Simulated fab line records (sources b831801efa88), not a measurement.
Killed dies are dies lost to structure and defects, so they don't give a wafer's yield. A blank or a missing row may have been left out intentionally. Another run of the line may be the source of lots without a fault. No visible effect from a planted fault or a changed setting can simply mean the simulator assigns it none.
8D (eight disciplines) problem report, filled in by code | flow gf180mcu | the parts of the form that need people (team, actions taken, sign-off) are left out

1. WHAT WENT WRONG
Wafers without a fault read 400.5 nm, standard deviation 2.1; cdNm at GF_HV_LDD_CD_MEAS_07 reads a mean of 413.4 nm on 4 wafers belonging to 3 lots. Relative to the usual mean, that is a shift of +6.2 standard deviations.
The step: target cd 400 nm.
The first sign was on wafer L357.2 at day 12 12:54, on cdSem-01. Wafers with a number at this step in the record: 42, from 15 lots. By rule, "out" or "out of limits" means more than 4 standard deviations away from the usual mean. Any other wafer with a number is counted as sound.

2. WHAT IT IS AND WHAT IT IS NOT
question                    | is                             | is not
which readings at this step | cdNm                           | -
which lots                  | L357, L358, L360               | L351, L352, L353, L354, L355, L363, L364, L366, L368, L370, L371, L372
which wafers of those lots  | L357.2, L358.3, L360.2, L360.3 | L357.5, L358.6
read on which gauges        | cdSem-01, cdSem-02             | -
when                        | from day 12 12:54              | up to then (16 sound wafers); but 22 sound wafers of L358, L363, L364, L366, L368, L370, L371, L372 came after

3. WHAT RULES OUT EACH SUSPECT
Counting: any tool at a process step up to the reading remains a suspect provided it ran every lot that is out. Sound lots after the first of them don't rule it out here, since some wafers of a struck lot are sound.
- ruled out: the gauge at GF_HV_LDD_CD_MEAS_07. The wafers that are out were read on 2 gauges (cdSem-01, cdSem-02).
- lithoTrack-01 at GF_HV_LDD_DEVELOP_06 (develop time 60 s): kept. It ran every lot that is out, first L357 (day 12 12:45); its last sound lot up to then is L354 (day 11 13:08).
Left after counting: lithoTrack-01 at GF_HV_LDD_DEVELOP_06.

4. THE CAUSE (what the simulator had put in)
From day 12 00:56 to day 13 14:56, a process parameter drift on lithoTrack-01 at GF_HV_LDD_DEVELOP_06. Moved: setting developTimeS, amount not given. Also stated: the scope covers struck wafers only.
The count eliminated every tool but this one.

5. THE EFFECT CHAIN, in route order
One row per reading whose mean, taken over the struck wafers that have a number, lies over 3 standard deviations from the usual. Readings are gone through only where the record gives a usual standard deviation; hours: the median, over the lots, of the time from a lot's start at the first step in this table giving one to that lot's start at this step; sigmas: the change measured in usual standard deviations.
hours | step                 | reading | usual    | on struck wafers | change | sigmas
0     | GF_HV_LDD_CD_MEAS_07 | cdNm    | 400.5 nm | 413.4            | +12.9  | +6.2
Later measuring or inspecting steps at which every struck wafer that the step has a row for has a number for every such reading, and none has moved that far: GF_HV_LDD_TW_MEAS_23.

6. HOW IT WOULD HAVE BEEN CAUGHT EARLIER
In this record the first reading out of limits at a measuring or inspecting step was taken at day 12 12:54, 12 hours after the fault began at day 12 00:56.
Of the tool readings at GF_HV_LDD_DEVELOP_06 for which the record gives a usual standard deviation, none was out on any struck wafer, so an alarm limit of 4 standard deviations on them would not have fired.
Lots out: 3; of these, L358, L360 started GF_HV_LDD_DEVELOP_06 on lithoTrack-01 after day 12 12:54. A hold on the tool at that time would have spared those 2.
